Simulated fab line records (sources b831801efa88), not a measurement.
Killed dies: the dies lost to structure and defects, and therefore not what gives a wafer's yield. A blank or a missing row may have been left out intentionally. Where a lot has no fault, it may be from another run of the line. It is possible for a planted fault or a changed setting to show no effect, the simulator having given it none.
Chamber matching	flow sky130	SKY_CONTACT_CMP_04 on cmp-01: 4 sister chambers
The step polishes SiO2. 8 wafers are shown with their chamber, then 9 later ones without.

## WAFERS PAIRED WITH THEIR CHAMBERS
wafer	chamber	motor-current-A (A)	time-to-endpoint-s (s)
L300.5	1	13.9	80
L300.6	2	10.7	84
L309.3	3	14.0	78
L309.5	3	12.9	75
L309.6	0	12.3	81
L312.1	2	11.6	89
L312.2	0	12.1	84
L312.4	1	13.9	91

## WAFERS WITH NO CHAMBER GIVEN
wafer	motor-current-A (A)	time-to-endpoint-s (s)
L316.3	13.2	90
L316.4	13.5	84
L316.6	13.5	85
L318.1	13.7	84
L318.2	12.2	78
L318.6	13.2	88
L322.2	11.8	83
L322.4	12.9	75
L322.5	14.1	76

## WHICH CHAMBER EACH WENT THROUGH
wafer	from the rows above	in truth
L316.3	can't be placed: 1 or 0 or 3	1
L316.4	can't be placed: 1 or 3 or 0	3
L316.6	can't be placed: 1 or 3 or 0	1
L318.1	can't be placed: 1 or 3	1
L318.2	can't be placed: 0 or 3 or 2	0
L318.6	can't be placed: 1 or 0 or 3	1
L322.2	can't be placed: 0 or 2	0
L322.4	can't be placed: 3 or 0 or 1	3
L322.5	can't be placed: 3 or 1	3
Correctly placed: 0 of 9. Not placeable from these rows: 9 (in 9, the candidates include the true chamber). Wrongly placed: 0.
How it was worked out, from the rows above alone: a wafer's distance from a chamber is the root of the sum, over the readings, of the square of ((its reading less the chamber's mean) divided by the reading's scatter). If the next closest chamber is less than 2 further off than the closest, the wafer can't be placed; otherwise it belongs to the closest. For every chamber, the mean is computed from those of its wafers that are shown. The scatter: take each reading less its chamber's mean, square it, sum over the shown wafers, divide by the number of wafers less the number of chambers, and take the root.
